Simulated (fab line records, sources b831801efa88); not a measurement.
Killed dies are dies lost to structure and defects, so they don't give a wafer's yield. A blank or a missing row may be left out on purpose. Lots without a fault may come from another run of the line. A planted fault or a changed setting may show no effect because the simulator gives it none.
A struck lot beside a sound one | flow sky130 | 15 steps out of a route of 708
Sound: wafers L404.2, L404.3, L404.6. Struck: wafers L416.5, L416.6. The cause comes at the end.
At each step with rows: each side's tool, then ch and its chambers, then its first start. Under that, the readings that differ: sound wafers | struck wafers | difference of the means | sigmas: that difference in standard deviations of wafers without a fault.
alike: readings whose means differ by less than 2 such deviations, and words and numbers that are the same on both sides. not compared: withheld readings, readings that some wafer has no value for, bounds like >300 that may hide the same value, and numbers for which the record gives no deviation and whose values overlap.
The two part at a step that has a row with sigmas, a row that says differs or no value, or rows on one side only. Numbers that don't overlap but have no deviation are shown without sigmas and don't part them. A reading that every wafer of one side lacks parts them only if that side has two wafers or more.

first, 2 steps without rows for these wafers: SKY_CAP2M_PEB_10; SKY_CAP2M_DEVELOP_11 (develop time 60 s).
SKY_CAP2M_OVL_MEAS_12:
  sound on overlay-01, day 42 10:44; struck on overlay-02, day 45 19:27
  reading        | sound         | struck  | difference | sigmas
  CAP2M_OVL (nm) | 1.9 -1.8 -0.4 | 2.0 3.3 | +2.8       | +2
SKY_CAP2M_METAL_ETCH_13: etches TiN in Cl2/BCl3, stops on SiO2, target depth 220 nm, time 62.9 s.
  sound on rie_metal-01 ch 0,1, day 42 10:46; struck on rie_metal-02 ch 0,1, day 45 19:31
  alike: drypump_motor_current_A, oes_product_au, throttle_valve_pct
  not compared: rf_hours_counter_h
SKY_CAP2M_STRIP_14: strips in O2/N2.
  sound on plasma_asher-04 ch 0,1, day 42 10:50; struck on plasma_asher-04 ch 0,1, day 45 19:36
  reading                      | sound             | struck      | difference | sigmas
  strip_time_to_endpoint_s (s) | 12.56 12.54 12.57 | 12.65 12.67 | +0.10      | +2
  alike: drypump_motor_current_A, oes_product_au
  not compared: rf_hours_counter_h
then, 7 steps without rows for these wafers: SKY_CAP2M_STRIP_15 (strips in post etch residue remover, time 1200 s); SKY_CAP2M_CLEAN_16 (cleans in IPA, time 180 s); SKY_CAP2M_CLEAN_17 (cleans in O3/DIW); SKY_METAL4_DEHYDRATE_05 (time 60 s); SKY_METAL4_HMDS_06 (prime time 60 s); SKY_METAL4_COAT_07 (resist thk 60 nm); SKY_METAL4_COAT_08 (resist thk 1140 nm).
SKY_METAL4_SOFTBAKE_09: time 90 s.
  sound on litho_track-04 ch 0, day 42 23:00; struck on litho_track-04 ch 0, day 46 06:00
  reading                  | sound                | struck        | difference | sigmas
  heater_power_total_W (W) | 57.35 57.36 57.35    | 57.82 57.60   | +0.36      | +3
  plate_temp_C (C)         | 100.10 100.27 100.06 | 100.58 100.79 | +0.54      | +4
then, 1 step without rows for these wafers: SKY_METAL4_EXPOSE_10 (exposes mask MM4, target cd 300 nm).
SKY_PAD_OPEN_PROBE_99:
  the record has rows for the sound wafers here (prober-01, day 47 08:37) and none for the struck ones

WHERE THEY PART
First at SKY_CAP2M_OVL_MEAS_12; last, within this record, at SKY_PAD_OPEN_PROBE_99.

WHY: what the simulator had put in
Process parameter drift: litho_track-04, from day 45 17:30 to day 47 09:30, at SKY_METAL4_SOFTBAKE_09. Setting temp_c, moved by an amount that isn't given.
